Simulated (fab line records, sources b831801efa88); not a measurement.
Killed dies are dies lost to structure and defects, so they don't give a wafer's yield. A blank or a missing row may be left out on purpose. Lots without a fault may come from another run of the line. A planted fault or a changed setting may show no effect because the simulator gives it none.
Which tool did it? | flow gf180mcu | 11 lots, 33 wafers sampled, at 3 steps of a route of 602

WHAT THE GAUGES READ, wafer by wafer
GF_V2_RS_MEAS_24: measures by four-point-probe. Usual: V2_W_RS 0.328 ohm/sq, standard deviation 0.0037.
lot  | measured     | on            | V2_W_RS (ohm/sq)  | flag
L522 | day 20 05:53 | film_metro-02 | 0.328 0.330 0.327 |
L524 | day 21 08:49 | film_metro-04 | 0.335 0.331 0.333 |
L525 | day 21 16:49 | film_metro-04 | 0.325 0.326 0.327 |
L527 | day 22 13:23 | film_metro-04 | 0.321 0.322 0.319 |
L534 | day 24 16:52 | film_metro-03 | 0.320 0.290 0.320 | OFF
L539 | day 26 08:43 | film_metro-04 | 0.331 0.331 0.328 |
L541 | day 27 02:40 | film_metro-03 | 0.330 0.333 0.330 |
L542 | day 27 07:03 | film_metro-04 | 0.330 0.329 0.332 |
L543 | day 27 10:20 | film_metro-04 | 0.329 0.333 0.329 |
L544 | day 27 20:22 | film_metro-04 | 0.323 0.328 0.321 |
L545 | day 28 02:06 | film_metro-04 | 0.326 0.326 0.330 |

GF_V2_THK_MEAS_25: measures by xrf. Usual: V2_W_THK 347 nm, standard deviation 4.7.
lot  | measured     | on            | V2_W_THK (nm) | flag
L522 | day 20 06:00 | film_metro-02 | 345 342 347   |
L524 | day 21 08:56 | film_metro-04 | 336 340 340   |
L525 | day 21 16:56 | film_metro-04 | 347 347 344   |
L527 | day 22 13:29 | film_metro-04 | 355 356 357   |
L534 | day 24 16:59 | film_metro-03 | 354 387 350   | OFF
L539 | day 26 08:50 | film_metro-04 | 344 343 348   |
L541 | day 27 02:46 | film_metro-03 | 349 343 348   |
L542 | day 27 07:10 | film_metro-04 | 342 345 341   |
L543 | day 27 10:27 | film_metro-04 | 343 337 342   |
L544 | day 27 20:29 | film_metro-04 | 350 345 351   |
L545 | day 28 02:13 | film_metro-04 | 350 348 346   |

WHICH TOOL RAN EACH LOT (tool, then ch and the chambers of the sampled wafers, then the start)
lot  | GF_V2_CVD_23
L522 | cvd_w-01 ch 0,1, day 20 05:46
L524 | cvd_w-01 ch 1, day 21 08:42
L525 | cvd_w-01 ch 0,1, day 21 16:42
L527 | cvd_w-02 ch 0,1, day 22 13:16
L534 | cvd_w-02 ch 0,1, day 24 16:46
L539 | cvd_w-01 ch 0,1, day 26 08:36
L541 | cvd_w-01 ch 0,1, day 27 02:33
L542 | cvd_w-01 ch 0,1, day 27 06:55
L543 | cvd_w-01 ch 0,1, day 27 10:13
L544 | cvd_w-01 ch 0,1, day 27 20:15
L545 | cvd_w-01 ch 0,1, day 28 01:58
- GF_V2_CVD_23: deposits W, target thk 350 nm, time 104.94 s.

WHAT THE TOOLS THEMSELVES READ (means of the sampled wafers that have a number; where no wafer has one, the mark that the record gives instead)
GF_V2_CVD_23. Usual: heater_power_outer_w 524 W, standard deviation 33; heater_power_w 866 W, standard deviation 26.
lot  | tool     | heater_power_outer_w (W) | heater_power_w (W) | flag
L522 | cvd_w-01 | 491                      | 850                |
L524 | cvd_w-01 | 480                      | 845                |
L525 | cvd_w-01 | 502                      | 845                |
L527 | cvd_w-02 | 557                      | 879                |
L534 | cvd_w-02 | 537                      | 852                |
L539 | cvd_w-01 | 524                      | 871                |
L541 | cvd_w-01 | 505                      | 869                |
L542 | cvd_w-01 | 522                      | 876                |
L543 | cvd_w-01 | 504                      | 863                |
L544 | cvd_w-01 | 505                      | 877                |
L545 | cvd_w-01 | 505                      | 877                |

THE ANSWER, worked out from the rows above alone
Rule: a lot is off if the mean of its wafers that have a number lies more than 3 standard deviations from the usual mean. A lot without any number at a reading at which 4 lots or more have one is off too. The other lots that the step has rows for count as sound. The gauges are gone through in route order, then the tools' own readings, and for those a lot's mean is taken as printed above. The first step at which some lot is off is used, and at that step the reading that is off furthest; a lot without a number counts as furthest.
Off: L534, at GF_V2_RS_MEAS_24 (V2_W_RS).
A tool fits if, at a process step before that reading, it ran every lot that is off, and no sound lot after the first of them. The gauges at GF_V2_RS_MEAS_24 are tried like those tools. One fits: cvd_w-02 at GF_V2_CVD_23. Its last sound lot is L527 (day 22 13:16), its first lot that is off L534 (day 24 16:46): a fault that began between those two fits.

WHAT THE SIMULATOR HAD PUT IN
Process parameter drift: cvd_w-02, from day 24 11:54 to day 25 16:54, at GF_V2_CVD_23. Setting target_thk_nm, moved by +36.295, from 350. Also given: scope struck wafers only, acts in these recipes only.
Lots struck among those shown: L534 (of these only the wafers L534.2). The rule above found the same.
